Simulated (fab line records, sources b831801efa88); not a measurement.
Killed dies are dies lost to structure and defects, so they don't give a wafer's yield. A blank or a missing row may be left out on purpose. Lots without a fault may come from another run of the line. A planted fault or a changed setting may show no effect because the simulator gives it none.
A struck lot beside a sound one | flow sky130 | 16 steps out of a route of 708
Sound: wafers L827.1, L827.3, L827.6. Struck: wafers L846.2, L846.4, L846.6. The cause comes at the end.
At each step with rows: each side's tool, then ch and its chambers, then its first start. Under that, the readings that differ: sound wafers | struck wafers | difference of the means | sigmas: that difference in standard deviations of wafers without a fault.
alike: readings whose means differ by less than 2 such deviations, and words and numbers that are the same on both sides. not compared: withheld readings, readings that some wafer has no value for, bounds like >300 that may hide the same value, and numbers for which the record gives no deviation and whose values overlap.
The two part at a step that has a row with sigmas, a row that says differs or no value, or rows on one side only. Numbers that don't overlap but have no deviation are shown without sigmas and don't part them. A reading that every wafer of one side lacks parts them only if that side has two wafers or more.

first, 1 step without rows for these wafers: SKY_FIELD_ISO_CVD_03 (deposits Si3N4 from DCS/NH3, target thk 165 nm, time 2830 s).
SKY_FIELD_ISO_THK_MEAS_04:
  sound on film_metro-02, day 2 01:06; struck on film_metro-01, day 5 23:07
  alike: FIELD_ISO_CVD_03_THK
then, 4 steps without rows for these wafers: SKY_FIELD_ISO_DEHYDRATE_05 (time 60 s); SKY_FIELD_ISO_HMDS_06 (prime time 60 s); SKY_FIELD_ISO_COAT_07 (resist thk 60 nm); SKY_FIELD_ISO_COAT_08 (resist thk 450 nm).
SKY_FIELD_ISO_SOFTBAKE_09: time 94.5 s.
  sound on litho_track-02 ch 0; struck on litho_track-01 ch 0
  alike: heater_power_total_W, plate_sensor_t_centre_C, plate_sensor_t_edge_C, resist_line_temp_C
then, 3 steps without rows for these wafers: SKY_FIELD_ISO_EXPOSE_10 (exposes mask FOM, target cd 150 nm); SKY_FIELD_ISO_PEB_11; SKY_FIELD_ISO_DEVELOP_12 (develop time 60 s).
SKY_FIELD_ISO_CD_MEAS_13: target cd 150 nm.
  sound on cd_sem-01, day 2 17:17; struck on cd_sem-01, day 6 17:33
  alike: cd_nm
SKY_FIELD_ISO_ETCH_14: etches BARC in N2/H2, stops on SiO2, time 43.82 s, target depth 60 nm.
  sound on rie_diel-04 ch 0,2, day 2 17:24; struck on rie_diel-03 ch 0,1,2, day 6 17:39
  alike: bias_w, chamber_pressure_mTorr, drypump_motor_current_A, h2_flow_sccm, oes_product_au, throttle_valve_pct
  not compared: rf_hours_counter_h
SKY_FIELD_ISO_ETCH_15: etches the open film in CHF3/O2, stops on Si, target depth 180 nm, time 72 s.
  sound on rie_diel-04 ch 0,2, day 2 17:26; struck on rie_diel-03 ch 0,1,2, day 6 17:41
  no value came back on the struck wafers for any of 5 readings (O2_flow_sccm (sccm), bias_w (W) and others); on the sound wafers O2_flow_sccm (sccm) reads 5.004 4.997 5.008
  reading                                          | sound             | struck            | difference | sigmas
  model.KrF-thick_of_FIELD_ISO_COAT_08.thk_nm (nm) | 235.4 236.5 235.1 | 396.6 396.2 399.5 | +161.8     |
  not compared: rf_hours_counter_h
SKY_FIELD_ISO_STRIP_16: strips in O2/N2.
  sound on plasma_asher-02 ch 1, day 2 17:30; struck on plasma_asher-02 ch 0,1, day 6 17:45
  reading                      | sound             | struck            | difference | sigmas
  oes_product_au (a.u.)        | 0.379 0.378 0.377 | 0.447 0.437 0.448 | +0.066     | +13
  strip_time_to_endpoint_s (s) | 3.53 3.56 3.52    | 5.23 5.25 5.27    | +1.71      | +32
  alike: drypump_motor_current_A
  not compared: rf_hours_counter_h
SKY_FIELD_ISO_ETCH_17: etches Si in HBr/Cl2/O2, target depth 342 nm, time 97.7 s.
  sound on rie_si-02 ch 0,2,3, day 2 17:36; struck on rie_si-02 ch 0,1,3, day 6 17:51
  alike: HBr_flow_sccm, O2_flow_sccm, drypump_motor_current_A, mfc_cl2_sccm, oes_product_au, throttle_valve_pct
  not compared: rf_hours_counter_h
-- the record jumps here: 44 days lie between the struck wafers' starts before and after (it left off in module FIELD_ISO and takes up again in module PAD_OPEN, whose first step shown is number 708 of the route) --
SKY_PAD_OPEN_PROBE_99:
  sound on prober-02, day 46 20:57; struck on prober-01, day 51 00:51
  reading             | sound    | struck                                                               | difference                   | sigmas
  hold                | - - -    | await_dispo/1.8h/scrap await_dispo/1.8h/scrap await_dispo/1.8h/scrap | no value on the sound wafers |
  killed_at_front_end | 12 11 12 | 422 430 430                                                          | +416                         | +97
  killed_dies         | 77 93 89 | 492 492 492                                                          | +406                         | +45
  killed_on_rim       | 14 17 20 | 96 96 96                                                             | +79                          | +21
  alike: killed_at_M0_to_M3, killed_at_M4_up, killed_at_contacts, killed_at_other, killed_open, killed_short

WHERE THEY PART
First at SKY_FIELD_ISO_ETCH_15; last, within this record, at SKY_PAD_OPEN_PROBE_99.

WHY: what the simulator had put in
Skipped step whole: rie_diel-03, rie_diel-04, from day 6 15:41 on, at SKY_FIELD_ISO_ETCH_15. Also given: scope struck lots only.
